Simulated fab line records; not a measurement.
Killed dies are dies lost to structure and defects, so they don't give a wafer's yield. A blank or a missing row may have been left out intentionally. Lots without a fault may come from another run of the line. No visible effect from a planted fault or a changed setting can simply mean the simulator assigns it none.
Which tool is to blame? ; flow sky130 ; 6 lots with 18 wafers sampled at 2 steps, on a route of 708 steps

## WHAT EACH GAUGE READ, for each wafer
SKY_VIA4_RS_MEAS_19: a four-point-probe measurement.
lot;measured;on;VIA4_W_RS (ohm/sq)
L498;day 45 19:53;film-metro-02;0.2250 0.2240 0.2240
L502;day 46 17:56;film-metro-01;0.2257 0.2297 0.2275
L506;day 47 12:39;film-metro-01;0.2343 0.2308 0.2288
L508;day 47 21:25;film-metro-01;0.2263 0.2286 0.2285
L512;day 48 16:40;film-metro-03;0.2280 0.2246 0.2240
L514;day 49 10:33;film-metro-03;0.2308 0.2280 0.2263

## TOOL THAT RAN EACH LOT (tool first, then ch and the chambers of the sampled wafers, then the start)
lot;SKY_VIA3_ETCH_14
L498;rie-diel-02 ch 1,2,3, day 42 16:42
L502;rie-diel-02 ch 2,3, day 43 16:12
L506;rie-diel-01 ch 0,1,3, day 44 14:55
L508;rie-diel-01 ch 1,2,3, day 45 00:42
L512;rie-diel-01 ch 1,2, day 45 22:22
L514;rie-diel-01 ch 1,3, day 46 17:28
- SKY_VIA3_ETCH_14: etches BARC in N2/H2, stops on SiO2, time 45.9 s, target depth 60 nm.

## THE ANSWER, worked out from the rows above alone
Rule: the lots themselves supply what counts as usual. The widest of any qualifying gaps counts: lots, ordered by their means at a reading, are off when they make up no more than a third of the lots, leave a main group of 4 or more, and stand apart from it by 3 or more times the standard deviation of that group's means. A main group whose means are all the same, to the digits that the tables above print for the reading, isn't used. A lot without any number at a reading at which 4 lots or more have one is off too. The other lots that the step has rows for count as sound.
Nothing can be told from this: no lot is off at any reading shown.

## WHAT THE SIMULATOR PUT IN
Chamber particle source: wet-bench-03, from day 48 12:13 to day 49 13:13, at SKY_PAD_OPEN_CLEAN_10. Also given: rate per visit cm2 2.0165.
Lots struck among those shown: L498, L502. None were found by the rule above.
